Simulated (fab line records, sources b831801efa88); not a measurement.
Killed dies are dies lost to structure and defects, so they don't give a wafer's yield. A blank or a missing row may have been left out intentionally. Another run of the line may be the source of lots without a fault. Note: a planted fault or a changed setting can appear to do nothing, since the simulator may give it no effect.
Matching of chambers	flow sky130	SKY_FIELD_ISO_CMP_27 on cmp-02 has 4 sister chambers
The step polishes, stops on Si3N4, t overpolish 16 s, target thk 457.8 nm. 4 wafers are shown with their chamber, then 12 later ones without.

## WAFERS WITH THEIR CHAMBER
wafer	chamber	motor-current-A (A)
L089.5	0	10.7
L090.1	2	10.9
L090.3	1	12.3
L090.4	3	11.8

## WAFERS MISSING THEIR CHAMBER
wafer	motor-current-A (A)
L092.3	11.7
L092.4	12.9
L092.6	12.6
L093.1	10.7
L093.2	12.2
L093.3	12.5
L094.1	10.1
L094.2	12.4
L094.3	13.4
L097.1	12.3
L097.2	12.6
L097.4	11.2

## EACH ONE'S CHAMBER
wafer	from the rows above	in truth
L092.3	can't be placed: 3 or 1 or 2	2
L092.4	can't be placed: 1 or 3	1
L092.6	can't be placed: 1 or 3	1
L093.1	can't be placed: 0 or 2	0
L093.2	can't be placed: 1 or 3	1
L093.3	can't be placed: 1 or 3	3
L094.1	can't be placed: 0 or 2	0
L094.2	can't be placed: 1 or 3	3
L094.3	can't be placed: 1 or 3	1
L097.1	can't be placed: 1 or 3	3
L097.2	can't be placed: 1 or 3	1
L097.4	can't be placed: 2 or 0 or 3 or 1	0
0 of 12 placed correctly. These rows do not allow placing 12 (true chamber among the candidates in 12). Placed wrongly: 0.
How it was worked out, from the rows above alone: a wafer's distance from a chamber is the root of the sum, over the readings, of the square of ((its reading less the chamber's mean) divided by the reading's scatter). If the next closest chamber is less than 2 further off than the closest, the wafer can't be placed; otherwise it belongs to the closest. The mean given for a chamber averages the wafers shown for that chamber. The scatter: root of mean squared gap, hidden wafer to nearest shown wafer, with one shown wafer a chamber.
